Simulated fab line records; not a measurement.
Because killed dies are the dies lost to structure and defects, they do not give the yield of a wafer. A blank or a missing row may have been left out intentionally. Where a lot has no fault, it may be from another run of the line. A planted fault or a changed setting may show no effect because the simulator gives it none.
Which tool did it?    flow sfq-line    at 1 step of a route of 325, 7 lots with 21 wafers sampled

== WHAT THE GAUGES READ, wafer by wafer ==
SFQ_INCOMING_BOW_MEAS_900.
lot   measured     on             INCOMING_BOW (um)
L594  day 1 15:00  film-metro-02  4 6 3
L596  day 2 01:00  film-metro-01  -1 -2 -6
L599  day 2 16:00  film-metro-04  4 0 0
L602  day 3 07:04  film-metro-04  2 -2 2
L604  day 3 17:00  film-metro-04  10 0 -7
L613  day 5 14:01  film-metro-04  -9 -9 12
L616  day 6 05:00  film-metro-04  14 1 -2

== WHAT TOOL EACH LOT RAN ON (gives the tool, then ch and the chambers of the sampled wafers, and finally the start) ==
Before these readings, the record contains no process step.

== THE ANSWER, worked out from the rows above alone ==
Rule: usual is defined by the lots themselves. The widest of any qualifying gaps counts: lots, ordered by their means at a reading, are off when they make up no more than a third of the lots, leave a main group of 4 or more, and stand apart from it by 3 or more times the standard deviation of that group's means. The tables above print the reading to a certain number of digits; a main group whose means all agree to those digits is not used. A lot without any number at a reading at which 4 lots or more have one is off too. Any other lot the step has rows for is counted as sound.
Nothing can be told from this: no lot is off at any reading shown.

== WHAT THE SIMULATOR HAD INSERTED ==
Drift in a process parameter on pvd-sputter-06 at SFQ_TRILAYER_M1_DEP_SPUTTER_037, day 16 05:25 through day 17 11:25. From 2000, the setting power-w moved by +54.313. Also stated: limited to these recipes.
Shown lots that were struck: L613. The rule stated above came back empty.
